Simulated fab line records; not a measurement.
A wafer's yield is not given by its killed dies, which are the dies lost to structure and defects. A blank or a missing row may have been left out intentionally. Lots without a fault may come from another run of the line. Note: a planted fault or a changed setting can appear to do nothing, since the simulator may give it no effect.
fab line records	flow sky130
record: lots: 6	wafers: 16	lastDay: 49
route steps=708 shown METAL2@495 VIA2@507 METAL3@532 PAD_OPEN@708
lots that met no fault: taken from a fault-free run of the same line
startH: hours from the record's opening day to when the first of the lot's shown wafers began	waitH: how many hours have passed since the lot's step before this one	" unchanged from the row above	L1.1+2: several wafers, shown together as one row	- no value, or no start was given	* or withheld: withheld	< > ~ a bound
route shown NAME@n: NAME is a module with steps in the file, n the number in the route of the first one	usual: mean/standard deviation of fault-free wafers	same: alike in all rows	chamber/n: place in a boat	sites: the reading at each site	_std_site: the values' standard deviation	_edge_site: the outer-site mean with the inner-site mean subtracted	radiusMm: for every site, how far away it sits from the centre of the wafer	mask NAME#n: copy n	behind: the tool/chamber that last shaped the wafer	hold: reason for holding the lot/hours on hold/outcome of the hold	device: the transistor (n, p or np) that didn't switch	end of line: the tests these same wafers got at the end of their route	a step with no rows: only its recipe	killed: dies lost to structure and defects at the first sort, not the wafer's yield	map: the dies of a wafer, with x for killed, . for not killed, _ for no die there
set.NAME: the setting as run; set.NAME@STEP: as run at that earlier step	model.NAME: the simulator's own value behind a step, which no gauge read
a table for each step, a row for each wafer; lots at some steps of the route
services: when a tool's chamber went out of use (startH, in hours from the record's first day, below 0 if earlier), for how many hours, and the reason
== steps ==
step: SKY_METAL2_EXPOSE_12
recipe: maskId: MM2	na: 0.8	sourceShape: annular	sigmaInner: 0.55	sigmaOuter: 0.85	targetCdNm: 140	doseMj: 28
step: SKY_METAL2_PEB_13
recipe: pebTempC: withheld	pebTimeS: withheld	resist: KrF-thick
step: SKY_METAL2_DEVELOP_14
recipe: developTimeS: 60	resist: KrF-thick	devTempC: 21
step: SKY_METAL2_CD_MEAS_15
recipe: targetCdNm: 140
usual: cdNm: 139.8/1.3
lot.wafer	tool	chamber	startH	waitH	cdNm
L104.1	cdSem-02	-	858.81	-	139.2
L104.2	"	-	"	"	140.1
L104.4	"	-	"	"	138.9
L105.2	cdSem-02	-	865.41	-	139.4
L105.3	"	-	"	"	139.4
L105.6	"	-	"	"	140.0
L108.1	cdSem-02	-	878.44	-	139.4
L108.2	"	-	"	"	139.4
L108.3	"	-	"	"	139.2
L113.6	cdSem-02	-	906.60	-	140.8
L115.2	cdSem-02	-	919.42	-	139.8
L115.4	"	-	"	"	139.5
L115.6	"	-	"	"	139.9
L118.4	cdSem-02	-	936.75	-	140.0
L118.5	"	-	"	"	138.7
L118.6	"	-	"	"	141.2
step: SKY_METAL2_OVL_MEAS_16
usual: METAL2_OVL: 3/5.6
lot.wafer	tool	chamber	startH	waitH	METAL2_OVL[nm]
L104.1	overlay-01	-	858.93	0.1	6
L104.2	"	-	"	"	2
L104.4	"	-	"	"	6
L105.2	overlay-01	-	865.52	0.1	5
L105.3	"	-	"	"	-5
L105.6	"	-	"	"	-2
L108.1	overlay-02	-	878.56	0.1	0
L108.2	"	-	"	"	10
L108.3	"	-	"	"	5
L113.6	overlay-02	-	906.65	0.0	7
L115.2	overlay-01	-	919.53	0.1	-5
L115.4	"	-	"	"	-3
L115.6	"	-	"	"	-3
L118.4	overlay-02	-	936.83	0.1	7
L118.5	"	-	"	"	11
L118.6	"	-	"	"	9
step: SKY_METAL2_DESCUM_17
recipe: chemistry: O2	sourcePowerW: 150	biasPowerW: 0	pressureMtorr: 10	tempC: 40	timeS: 8
usual: drypumpMotorCurrentA: 5.90/0.29	oesProductAu: 0.994/0.0087
lot.wafer	tool	chamber	startH	waitH	drypumpMotorCurrentA	oesProductAu	rfHoursCounterH
L104.1	rieMetal-03	1	858.97	0.0	5.72	0.979	12
L104.2	"	0	"	"	5.53	1.001	4
L104.4	"	0	"	"	5.53	1.005	-
L105.2	rieMetal-04	1	865.55	0.0	6.03	0.978	9
L105.3	"	1	"	"	6.03	0.989	-
L105.6	"	0	"	"	5.71	0.994	-
L108.1	rieMetal-03	0	878.60	0.0	5.51	1.002	6
L108.2	"	1	"	"	5.71	0.982	13
L108.3	"	0	"	"	5.52	0.997	-
L113.6	rieMetal-04	1	906.68	0.0	6.02	0.997	-
L115.2	rieMetal-01	0	919.56	0.0	6.41	0.995	1
L115.4	"	1	"	"	6.26	0.998	-
L115.6	"	0	"	"	6.43	0.983	-
L118.4	rieMetal-03	1	936.86	0.0	5.74	0.987	-
L118.5	"	0	"	"	5.53	1.007	-
L118.6	"	1	"	"	5.70	0.987	-
step: SKY_METAL2_ETCH_18
recipe: chemistry: N2/H2	target: BARC	ionEnergyEv: 200	biasW: 100	pressureMtorr: 30	n2FlowSccm: 100	h2FlowSccm: 200	icpW: 500	stopOn: SiO2	timeS: 45.9	targetDepthA: 600
step: SKY_METAL2_METAL_ETCH_19
recipe: targetDepthA: 3600	stopOn: SiO2	overEtchFrac: 0.3	timeS: 78	chemistry: Cl2/BCl3	resistSidewallDeg: 88	pressureMtorr: 10	icpW: 900	biasW: 48.5	Cl2_flow_sccm: 60	bcl3FlowSccm: 30
usual: drypumpMotorCurrentA: 5.90/0.29	oesProductAu: 0.852/0.0051	throttleValvePct: 22.264/0.0092
lot.wafer	tool	chamber	startH	waitH	drypumpMotorCurrentA	oesProductAu	rfHoursCounterH	throttleValvePct
L104.1	rieMetal-03	1	859.06	0.0	5.73	0.856	12	22.273
L104.2	"	0	"	"	5.55	0.854	5	22.256
L104.4	"	0	"	"	5.52	0.856	-	22.274
L105.2	rieMetal-04	1	865.65	0.0	6.05	0.844	9	22.273
L105.3	"	1	"	"	6.04	0.854	-	22.276
L105.6	"	0	"	"	5.70	0.861	-	22.260
L108.1	rieMetal-03	0	878.70	0.0	5.54	0.846	6	22.267
L108.2	"	1	"	"	5.71	0.853	13	22.264
L108.3	"	0	"	"	5.53	0.862	-	22.248
L113.6	rieMetal-04	1	906.81	0.1	6.01	0.850	-	22.269
L115.2	rieMetal-01	0	919.65	0.0	6.40	0.861	1	22.249
L115.4	"	1	"	"	6.25	0.845	-	22.267
L115.6	"	0	"	"	6.42	0.853	-	22.264
L118.4	rieMetal-03	1	936.98	0.1	5.73	0.851	-	22.255
L118.5	"	0	"	"	5.51	0.851	-	22.278
L118.6	"	1	"	"	5.71	0.851	-	22.262
step: SKY_METAL2_STRIP_20
recipe: chemistry: O2/N2	powerW: 1400	pressureMtorr: 1500	platenTempC: withheld	o2FlowSccm: 3000	n2FlowSccm: 300	overashFraction: 0.5
usual: drypumpMotorCurrentA: 6.1/0.49	oesProductAu: 0.344/0.0051	stripTimeToEndpointS: 2.73/0.035
lot.wafer	tool	chamber	startH	waitH	drypumpMotorCurrentA	oesProductAu	rfHoursCounterH	stripTimeToEndpointS
L104.1	plasmaAsher-04	0	859.15	0.1	6.3	0.349	12	2.74
L104.2	"	1	"	"	6.8	0.345	12	2.67
L104.4	"	1	"	"	6.8	0.340	-	2.66
L105.2	plasmaAsher-01	1	865.74	0.1	6.3	0.342	41	2.63
L105.3	"	0	"	"	5.7	0.336	-	2.67
L105.6	"	1	"	"	6.3	0.347	-	2.71
L108.1	plasmaAsher-04	1	878.79	0.1	6.8	0.342	14	2.69
L108.2	"	0	"	"	6.3	0.354	14	2.80
L108.3	"	0	"	"	6.3	0.339	-	2.67
L113.6	plasmaAsher-04	1	906.91	0.1	6.8	0.346	-	2.75
L115.2	plasmaAsher-04	0	919.74	0.1	6.3	0.340	18	2.73
L115.4	"	1	"	"	6.8	0.344	-	2.71
L115.6	"	0	"	"	6.3	0.347	-	2.72
L118.4	plasmaAsher-04	1	937.07	0.1	6.8	0.349	-	2.79
L118.5	"	0	"	"	6.3	0.343	-	2.72
L118.6	"	1	"	"	6.8	0.348	-	2.77
step: SKY_METAL2_STRIP_21
recipe: chemistry: postEtchResidueRemover	timeS: 1200	tempC: 72.5
step: SKY_METAL2_CLEAN_22
recipe: chemistry: IPA	timeS: 180	tempC: 25
step: SKY_METAL2_CLEAN_23
recipe: chemistry: O3/DIW	dry: n2Spin
step: SKY_VIA2_HDPCVD_00
recipe: material: SiO2	targetThkNm: 1180	sigmaOpenFrac: 0.3	timeS: 196.7	tempC: 400	sih4FlowSccm: 60	pressureMtorr: 6
lot.wafer	tool	chamber	startH	waitH
L104.1+2+4	hdpcvd-02	0,1,2	859.74	0.0
L105.2+3+6	hdpcvd-02	2,1,0	866.33	0.0
L108.1+2+3	hdpcvd-02	1,0,2	879.38	0.0
L113.6	hdpcvd-02	2	907.51	0.1
L115.2+4+6	hdpcvd-02	2,0,2	920.34	0.0
L118.4+5+6	hdpcvd-01	1,2,0	937.72	0.1
step: SKY_VIA2_THK_MEAS_01
recipe: reads: SiO2_of_VIA2_HDPCVD_00
usual: VIA2_HDPCVD_THK: 1184/12
lot.wafer	tool	chamber	startH	waitH	VIA2_HDPCVD_THK[nm]
L104.1	filmMetro-01	-	859.87	0.1	1168
L104.2	"	-	"	"	1201
L104.4	"	-	"	"	1190
L105.2	filmMetro-03	-	866.46	0.1	1224
L105.3	"	-	"	"	1199
L105.6	"	-	"	"	1179
L108.1	filmMetro-01	-	879.51	0.1	1190
L108.2	"	-	"	"	1194
L108.3	"	-	"	"	1218
L113.6	filmMetro-04	-	907.62	0.1	1189
L115.2	filmMetro-03	-	920.47	0.1	1191
L115.4	"	-	"	"	1171
L115.6	"	-	"	"	1175
L118.4	filmMetro-04	-	937.81	0.0	1176
L118.5	"	-	"	"	1186
L118.6	"	-	"	"	1199
step: SKY_VIA2_CMP_02
recipe: material: SiO2	downForcePsi: 4	platenRpm: 60	padVelocityMS: 0.94248
step: SKY_VIA2_BOW_MEAS_03
recipe: mode: bow
usual: VIA2_BOW: 86/7.4
lot.wafer	tool	chamber	startH	waitH	VIA2_BOW[um]
L104.1	filmMetro-04	-	860.23	0.1	88
L104.2	"	-	"	"	87
L104.4	"	-	"	"	81
L105.2	filmMetro-03	-	866.83	0.3	79
L105.3	"	-	"	"	71
L105.6	"	-	"	"	82
L108.1	filmMetro-01	-	879.87	0.1	77
L108.2	"	-	"	"	83
L108.3	"	-	"	"	74
L113.6	filmMetro-03	-	908.03	0.1	80
L115.2	filmMetro-01	-	920.84	0.3	91
L115.4	"	-	"	"	86
L115.6	"	-	"	"	87
L118.4	filmMetro-03	-	938.20	0.3	88
L118.5	"	-	"	"	105
L118.6	"	-	"	"	90
step: SKY_VIA2_DEHYDRATE_04
recipe: tempC: 200	timeS: 60
step: SKY_VIA2_HMDS_05
recipe: primeTimeS: 60	primeTempC: 120
step: SKY_VIA2_COAT_06
recipe: resist: BARC	tempC: withheld	timeS: withheld	spinRpm: 3000	resistThkNm: 60
step: SKY_VIA2_COAT_07
recipe: resist: KrF-thick	spinRpm: 3000	resistThkNm: 450
step: SKY_VIA2_SOFTBAKE_08
recipe: tempC: 100	timeS: 90	resist: KrF-thick
step: SKY_VIA2_EXPOSE_09
recipe: maskId: VIM2	na: 0.8	sourceShape: annular	sigmaInner: 0.55	sigmaOuter: 0.85	targetCdNm: 200	doseMj: 38
step: SKY_VIA2_PEB_10
recipe: pebTempC: withheld	pebTimeS: withheld	resist: KrF-thick
step: SKY_VIA2_DEVELOP_11
recipe: developTimeS: 60	resist: KrF-thick	devTempC: 21
step: SKY_VIA2_CD_MEAS_12
recipe: targetCdNm: 200
usual: cdNm: 199.6/1.6
lot.wafer	tool	chamber	startH	waitH	cdNm
L104.1	cdSem-02	-	885.15	-	199.2
L104.2	"	-	"	"	198.4
L104.4	"	-	"	"	199.6
L105.2	cdSem-02	-	891.82	-	198.6
L105.3	"	-	"	"	200.0
L105.6	"	-	"	"	198.9
L108.1	cdSem-02	-	905.02	-	199.8
L108.2	"	-	"	"	199.8
L108.3	"	-	"	"	200.4
L113.6	cdSem-01	-	931.89	-	196.7
L115.2	cdSem-01	-	945.61	-	201.6
L115.4	"	-	"	"	200.7
L115.6	"	-	"	"	199.7
L118.4	cdSem-02	-	962.40	-	200.3
L118.5	"	-	"	"	199.5
L118.6	"	-	"	"	200.4
step: SKY_VIA2_OVL_MEAS_13
usual: VIA2_OVL: 0/5.6
lot.wafer	tool	chamber	startH	waitH	VIA2_OVL[nm]
L104.1	overlay-01	-	885.27	0.1	-1
L104.2	"	-	"	"	13
L104.4	"	-	"	"	6
L105.2	overlay-01	-	891.93	0.1	-8
L105.3	"	-	"	"	4
L105.6	"	-	"	"	0
L108.1	overlay-01	-	905.14	0.1	-8
L108.2	"	-	"	"	-5
L108.3	"	-	"	"	-8
L113.6	overlay-02	-	931.94	0.0	7
L115.2	overlay-01	-	945.72	0.1	3
L115.4	"	-	"	"	-1
L115.6	"	-	"	"	7
L118.4	overlay-01	-	962.48	0.1	-1
L118.5	"	-	"	"	-4
L118.6	"	-	"	"	-7
step: SKY_VIA2_ETCH_14
recipe: chemistry: N2/H2	target: BARC	ionEnergyEv: 200	sourceW: 513.9	biasW: 100	pressureMtorr: 30	n2FlowSccm: 100	h2FlowSccm: 200	stopOn: SiO2	timeS: 45.9	targetDepthA: 600
step: SKY_VIA2_ETCH_15
recipe: target: SiO2	chemistry: C4F8/O2/Ar	targetDepthNm: 546	stopOn: TiN	maskMaterial: KrF-thick	sourceW: 1500	biasW: 1200	pressureMtorr: 40	c4f8FlowSccm: withheld	O2_flow_sccm: 6	Ar_flow_sccm: 300	timeS: 84
step: SKY_VIA2_STRIP_16
recipe: chemistry: O2/N2	powerW: 1400	pressureMtorr: 1500	platenTempC: withheld	o2FlowSccm: 3000	n2FlowSccm: 300	overashFraction: 0.5
step: SKY_VIA2_STRIP_17
recipe: chemistry: postEtchResidueRemover	timeS: 1200	tempC: 72.5
step: SKY_VIA2_CLEAN_18
recipe: chemistry: IPA	timeS: 180	tempC: 25
step: SKY_VIA2_CLEAN_19
recipe: chemistry: O3/DIW	dry: n2Spin
step: SKY_VIA2_SPUTTER_20
recipe: material: TiN	targetThkNm: 20	chamberPressurePa: 5	powerW: 4000	timeS: 80
step: SKY_VIA2_CVD_21
recipe: material: W	targetThkNm: 420	timeS: 126.4	tempC: 400	pressureTorr: 40
step: SKY_VIA2_RS_MEAS_22
recipe: thkMeasGauge: four-point-probe	reads: W_of_VIA2_CVD_21+TiN_of_VIA2_SPUTTER_20
usual: VIA2_W_RS: 0.2723/0.0028
lot.wafer	tool	chamber	startH	waitH	VIA2_W_RS[ohm/sq]
L104.1	filmMetro-04	-	886.23	0.1	0.2724
L104.2	"	-	"	"	0.2727
L104.4	"	-	"	"	0.2715
L105.2	filmMetro-03	-	892.90	0.1	0.2753
L105.3	"	-	"	"	0.2737
L105.6	"	-	"	"	0.2716
L108.1	filmMetro-01	-	906.07	0.1	0.2709
L108.2	"	-	"	"	0.2702
L108.3	"	-	"	"	0.2736
L113.6	filmMetro-01	-	933.08	0.1	0.2697
L115.2	filmMetro-01	-	946.66	0.1	0.2723
L115.4	"	-	"	"	0.2722
L115.6	"	-	"	"	0.2698
L118.4	filmMetro-03	-	963.48	0.1	0.2682
L118.5	"	-	"	"	0.2687
L118.6	"	-	"	"	0.2702
step: SKY_VIA2_THK_MEAS_23
recipe: thkMeasGauge: xrf	reads: W_of_VIA2_CVD_21
usual: VIA2_W_THK: 431/9.3
lot.wafer	tool	chamber	startH	waitH	VIA2_W_THK[nm]
L104.1	filmMetro-04	-	886.35	0.1	437
L104.2	"	-	"	"	439
L104.4	"	-	"	"	438
L105.2	filmMetro-03	-	893.01	0.1	413
L105.3	"	-	"	"	418
L105.6	"	-	"	"	420
L108.1	filmMetro-01	-	906.19	0.1	422
L108.2	"	-	"	"	428
L108.3	"	-	"	"	418
L113.6	filmMetro-01	-	933.15	0.1	429
L115.2	filmMetro-01	-	946.77	0.1	429
L115.4	"	-	"	"	428
L115.6	"	-	"	"	431
L118.4	filmMetro-03	-	963.57	0.1	421
L118.5	"	-	"	"	424
L118.6	"	-	"	"	424
step: SKY_VIA2_CMP_24
recipe: stopOn: SiO2	tOverpolishS: 20	downForcePsi: 3.5	platenRpm: 60	targetThkNm: 0	padVelocityMS: 0.94248
usual: motorCurrentA: 11.0/0.76	overpolishRunS: 20.001/0.0092	platenRpm: 60.00/0.035	timeToEndpointS: 102/4
lot.wafer	tool	chamber	startH	waitH	motorCurrentA	overpolishRunS	platenRpm	timeToEndpointS
L104.1	cmp-01	0	886.46	0.1	11.1	20.001	59.96	107
L104.2	"	1	"	"	10.1	20.008	59.97	106
L104.4	"	2	"	"	12.1	20.003	60.05	104
L105.3	cmp-01	1	893.06	0.0	10.5	19.992	59.95	105
L105.2	"	2	"	"	11.3	19.999	59.98	103
L105.6	"	2	"	"	11.5	19.991	60.00	102
L108.3	cmp-02	3	906.25	0.0	11.8	20.011	59.99	96
L108.2	"	0	"	"	11.3	19.992	59.95	101
L108.1	"	1	"	"	11.2	20.004	59.99	96
L113.6	cmp-01	0	933.36	0.2	11.0	20.006	60.02	103
L115.4	cmp-02	0	946.82	0.0	11.2	20.008	60.02	101
L115.2	"	2	"	"	10.2	19.995	59.96	100
L115.6	"	0	"	"	10.8	20.017	59.99	104
L118.4	cmp-01	3	963.70	0.1	9.9	20.002	60.03	108
L118.5	"	1	"	"	10.0	19.989	59.96	104
L118.6	"	2	"	"	11.4	19.992	60.05	101
step: SKY_METAL3_SPUTTER_00
recipe: material: Ti	targetThkNm: 15	powerW: 3000	timeS: 10	chamberPressurePa: 0.4
usual: chamberPressurePa: 0.4000/0.0008	throttleValvePct: 30.3/1.1
lot.wafer	tool	chamber	startH	waitH	chamberPressurePa	throttleValvePct
L104.1	pvdSputter-01	-	886.71	0.2	0.4010	30.6
L104.2	"	-	"	"	0.3989	29.7
L104.4	"	-	"	"	0.4002	31.7
L105.2	pvdSputter-02	-	893.38	0.2	0.3985	30.6
L105.3	"	-	"	"	0.3996	29.4
L105.6	"	-	"	"	0.3991	31.2
L108.1	pvdSputter-02	-	906.55	0.1	0.3989	30.6
L108.2	"	-	"	"	0.4002	31.3
L108.3	"	-	"	"	0.4014	29.7
L113.6	pvdSputter-01	-	933.47	0.1	0.4025	31.2
L115.2	pvdSputter-02	-	947.12	0.1	0.3999	29.2
L115.4	"	-	"	"	0.3995	29.2
L115.6	"	-	"	"	0.3998	29.5
L118.4	pvdSputter-04	-	963.90	0.1	0.4001	28.8
L118.5	"	-	"	"	0.3996	28.6
L118.6	"	-	"	"	0.4002	28.6
step: SKY_METAL3_SPUTTER_01
recipe: material: TiN	targetThkNm: 20	powerW: 6500	timeS: 16.7	chamberPressurePa: 0.4
step: SKY_METAL3_SPUTTER_02
recipe: material: AlCu	targetThkNm: 735	powerW: 10600	timeS: 39.1	chamberPressurePa: 0.4
step: SKY_METAL3_SPUTTER_03
recipe: material: Ti	targetThkNm: 5	powerW: 3000	timeS: 3.3	chamberPressurePa: 0.4
step: SKY_METAL3_SPUTTER_04
recipe: material: TiN	targetThkNm: 70	powerW: 6500	timeS: 58.3	chamberPressurePa: 0.4
step: SKY_PAD_OPEN_PROBE_99
usual: killed_at_M0_to_M3: 44/6.7	killed_at_M4_up: 3.1/1.8	killedAtContacts: 24/5.1	killedAtFrontEnd: 16/4.7	killedAtOther: 0.3/0.59	killedDies: 88/9.6	killedOnRim: 17/3.8	killedOpen: 48/7.3	killedShort: 39/6.5
same: grossDies: 492	killedAtBackSide: 0
lot.wafer	tool	chamber	startH	waitH	killed_at_M0_to_M3	killed_at_M4_up	killedAtContacts	killedAtFrontEnd	killedAtOther	killedDies	killedOnRim	killedOpen	killedShort	model.etest.tester.sortNPass	model.etest.tester.sortYieldPct	model.etest.tester.sort_bin_5_pct	model.etest.tester.sort_bin_3_pct
L104.1	prober-01	-	1105.94	0.1	56	1	29	11	0	97	18	49	48	395	80.28	10.16	1.22
L104.2	prober-01	-	1105.99	0.1	51	4	29	14	0	98	19	50	48	394	80.08	10.98	1.016
L104.4	prober-01	-	1106.09	0.2	49	2	26	27	0	104	19	60	43	388	78.86	13.41	1.423
L105.2	prober-01	-	1111.43	0.1	36	3	27	15	0	81	15	43	38	411	83.54	10.57	0.4065
L105.3	prober-01	-	1111.48	0.2	55	3	25	16	1	100	19	55	45	392	79.67	11.59	1.22
L105.6	prober-01	-	1111.63	0.2	49	5	30	18	0	102	16	49	53	390	79.27	11.18	1.016
L108.1	prober-01	-	1121.46	0.1	50	1	28	25	0	104	20	55	48	388	78.86	14.02	0.6098
L108.2	prober-01	-	1121.51	0.1	47	2	22	20	0	91	18	55	35	401	81.5	11.18	0.813
L108.3	prober-01	-	1121.56	0.2	51	3	31	27	0	112	20	64	48	380	77.24	14.02	1.22
L113.6	prober-01	-	1142.91	0.2	82	4	20	18	0	124	26	36	39	-	-	-	-
L115.2	prober-01	-	1154.96	0.1	83	7	18	13	2	123	26	47	31	369	75	15.85	3.455
L115.4	prober-01	-	1155.06	0.2	53	4	22	17	0	96	22	57	39	396	80.49	12.6	0.813
L115.6	prober-01	-	1155.16	0.2	87	4	17	15	0	123	31	38	40	369	75	13.82	5.285
L118.4	prober-02	-	1164.67	0.2	42	1	19	17	1	80	17	30	49	412	83.74	9.35	2.236
L118.5	prober-02	-	1164.72	0.2	45	1	19	14	1	80	22	41	38	412	83.74	7.927	0.813
L118.6	prober-02	-	1164.77	0.2	32	5	14	22	1	74	10	39	34	418	84.96	8.537	1.016
killed by level:class
L104.1 CONTACT:geometricParticle:open=10 METAL2:geometricParticle:short=10 METAL1:geometricParticle:short=9 VIA2:geometricParticle:open=9 VIA1:geometricParticle:open=8 LI_CONTACT:geometricParticle:open=7 VIA3:geometricParticle:open=7 CONTACT:geometricParticle:short=5
L104.2 VIA1:geometricParticle:open=13 METAL1:geometricParticle:short=9 LI_CONTACT:geometricParticle:open=8 LOCAL_INTERCONNECT:geometricParticle:short=8 METAL2:geometricParticle:short=7 VIA3:geometricParticle:open=7 CONTACT:geometricParticle:open=6 CONTACT:geometricParticle:short=3
L104.4 VIA2:geometricParticle:open=12 LI_CONTACT:geometricParticle:open=9 CONTACT:geometricParticle:open=9 METAL1:geometricParticle:short=9 POLY_GATE:geometricParticle:open=8 VIA3:geometricParticle:open=6 VIA1:geometricParticle:open=6 SPACER:geometricParticle:open=5
L105.2 CONTACT:geometricParticle:open=16 VIA2:geometricParticle:open=7 LI_CONTACT:geometricParticle:open=6 POLY_GATE:geometricParticle:short=5 METAL2:geometricParticle:short=5 VIA2:geometricParticle:short=4 METAL1:geometricParticle:short=4 VIA1:geometricParticle:open=4
L105.3 VIA3:geometricParticle:open=11 VIA2:geometricParticle:open=8 METAL2:geometricParticle:short=8 CONTACT:geometricParticle:short=7 VIA1:geometricParticle:open=7 CONTACT:geometricParticle:open=6 METAL1:geometricParticle:short=6 LI_CONTACT:geometricParticle:open=5
L105.6 VIA1:geometricParticle:open=13 METAL2:geometricParticle:short=10 LI_CONTACT:geometricParticle:open=7 CONTACT:geometricParticle:short=7 CONTACT:geometricParticle:open=6 METAL1:geometricParticle:short=6 VIA2:geometricParticle:open=6 POLY_GATE:geometricParticle:open=5
L108.1 VIA1:geometricParticle:open=16 CONTACT:geometricParticle:open=10 VIA3:geometricParticle:open=9 POLY_GATE:geometricParticle:open=8 CONTACT:geometricParticle:short=7 METAL1:geometricParticle:short=6 METAL3:geometricParticle:short=6 FIELD_ISO:geometricParticle:short=5
L108.2 VIA1:geometricParticle:open=12 CONTACT:geometricParticle:open=8 VIA3:geometricParticle:open=8 LI_CONTACT:geometricParticle:open=7 FIELD_ISO:geometricParticle:short=6 METAL2:geometricParticle:short=6 FIELD_ISO:geometricParticle:open=5 VIA1:geometricParticle:short=5
L108.3 CONTACT:geometricParticle:open=10 VIA1:geometricParticle:open=10 VIA3:geometricParticle:open=9 FIELD_ISO:geometricParticle:open=8 POLY_GATE:geometricParticle:open=8 METAL1:geometricParticle:short=7 LOCAL_INTERCONNECT:geometricParticle:short=7 VIA1:geometricParticle:short=7
L113.6 VIA2:unspecified=47 VIA1:geometricParticle:open=8 LI_CONTACT:geometricParticle:open=7 CONTACT:geometricParticle:short=5 FIELD_ISO:geometricParticle:short=4 FIELD_ISO:geometricParticle:open=4 METAL2:geometricParticle:short=4 VIA3:geometricParticle:open=4
L115.2 VIA2:unspecified=45 VIA1:geometricParticle:open=9 VIA3:geometricParticle:open=9 VIA2:geometricParticle:open=7 LI_CONTACT:geometricParticle:open=6 FIELD_ISO:geometricParticle:open=5 METAL2:geometricParticle:short=5 LOCAL_INTERCONNECT:geometricParticle:open=4
L115.4 VIA1:geometricParticle:open=16 CONTACT:geometricParticle:open=9 METAL1:geometricParticle:short=8 VIA2:geometricParticle:open=8 LI_CONTACT:geometricParticle:open=5 LOCAL_INTERCONNECT:geometricParticle:short=5 VIA3:geometricParticle:open=5 FIELD_ISO:geometricParticle:open=4
L115.6 VIA2:unspecified=45 VIA1:geometricParticle:open=10 METAL2:geometricParticle:short=10 CONTACT:geometricParticle:open=8 FIELD_ISO:geometricParticle:open=6 VIA1:geometricParticle:short=6 METAL1:geometricParticle:short=5 LOCAL_INTERCONNECT:geometricParticle:short=4
L118.4 VIA2:geometricParticle:short=8 CONTACT:geometricParticle:short=6 CONTACT:geometricParticle:open=6 METAL2:geometricParticle:short=6 VIA1:geometricParticle:short=5 VIA1:geometricParticle:open=5 SONOS_ONO:geometricParticle:short=4 METAL1:geometricParticle:short=4
L118.5 LI_CONTACT:geometricParticle:open=7 METAL1:geometricParticle:open=6 VIA1:geometricParticle:open=6 CONTACT:geometricParticle:open=5 SPACER:geometricParticle:short=5 METAL1:geometricParticle:short=5 VIA1:geometricParticle:short=5 VIA2:geometricParticle:open=5
L118.6 FIELD_ISO:geometricParticle:open=7 VIA1:geometricParticle:open=7 FIELD_ISO:geometricParticle:short=6 CONTACT:geometricParticle:open=6 VIA1:geometricParticle:short=5 VIA3:geometricParticle:open=5 VIA2:geometricParticle:open=5 VIA3:geometricParticle:short=4
map L113.6 (x killed, . not)
__________x...x....x_________
________....x..x......_______
______....xx....x.x..x.._____
_____.......x.....x......____
____.x..................x.___
___x...x....xx.......x.x...__
__.......x......x...x...x..._
_x...x.................x.....
_........x.x...x.x........xx.
_.........x.x.........x....x.
_......x.x......x.xx..xx.....
_...x........xx.x............
_....xxx........x.........x..
_..xxxxxxx.....x.............
_xxxxxxxx.x..........x.x....x
__xxxxxxxxx.x.x....x.x....x._
___xxxxxxx......x.x........__
____xxxxxx.x......x...x...___
_____xxxxxx..x..........x____
______xx...x.xx.x......._____
________......x..x..x._______
__________.x..x....._________
map L115.2 (x killed, . not)
__________........x._________
________.......x.xx..x_______
______..x..xx.x.x....x.._____
_____x....x......xx...x.x____
____.................xx.x.___
___.............x.x.x.x....__
__..........x.....x......x.x_
_.............x......x.x....x
_.x..x......................x
_...........x.x..x..........x
_..x...x..x.....xx...........
_.xx.........xx..x...x.......
_...xx...x......x.x....x.x...
_...xxxxx..xx........x.......
_xxxxxxxx......x...x.........
__xxxxxxxxx.......x..x......_
___xxxxxxxx....x......x.x..__
____xxxxxx.....x.x........___
_____xxxxxx..x.....x.x...____
______xx.x......x....x.x_____
________.........xx..._______
__________...x......_________
== services ==
tool	chamber	startH	hours	kind
pvdSputter-01	-	849.05	0.9	repair
rieMetal-01	0	858.48	-	clean
rieMetal-01	0	858.48	17.7	scheduledDown
rieMetal-01	0	858.48	17.7	ventCycle
pvdSputter-04	-	862.47	0.6	repair
hdpcvd-01	2	865.53	2.4	repair
rieMetal-01	0	909.07	8.1	repair
pvdSputter-01	1	909.66	-	consumableReplace:kit
pvdSputter-01	1	909.66	18.0	scheduledDown
pvdSputter-01	1	909.66	18.0	ventCycle
cmp-01	-	912.37	4.0	pm
cmp-01	-	916.37	-	consumableReplace:conditioner
cmp-01	-	916.37	-	consumableReplace:pad
pvdSputter-04	-	919.20	0.9	repair
hdpcvd-01	2	927.32	4.7	repair
cmp-01	-	943.71	1.0	repair
cmp-01	-	947.10	3.8	repair
hdpcvd-01	-	950.25	15.0	pm
hdpcvd-01	0	950.25	15.0	ventCycle
hdpcvd-01	1	950.25	15.0	ventCycle
hdpcvd-01	2	950.25	15.0	ventCycle
hdpcvd-01	-	950.73	0.9	repair
cmp-02	-	951.06	21.4	pm
== key ==
firstSign: step: SKY_PAD_OPEN_PROBE_99	reading: killed_at_M0_to_M3	direction: up	sigmas: 6	usual: 44	struck: 84
effect: step: SKY_PAD_OPEN_PROBE_99	reading: killedDies	direction: up	sigmas: 3.7	usual: 88	struck: 123
modelEffect: step: SKY_PAD_OPEN_PROBE_99	value: etest.tester.sortNPass	without: 409	struck: 369
metAt SKY_VIA2_HDPCVD_00
struckWafers L113.6,L115.2,L115.6
testerLeftOut L113
onsetBetween 879.38 907.51
earlierFault: kind: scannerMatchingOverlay	tool: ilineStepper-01	chamber: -	onsetH: 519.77	steps: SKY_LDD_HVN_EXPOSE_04	offset: 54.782
fault: kind: chamberParticleSource	tool: hdpcvd-02	chamber: 2	onsetH: 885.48	steps: SKY_VIA2_HDPCVD_00	ratePerVisitCm2: 1.916
testerLeftOut: of these lots the tester's yield and bins aren't shown, on N5 and GAA mostly nor the transistor test; their killed dies are dies lost to structure and defects alone, not to doping, threshold or leakage, so they don't give the yield
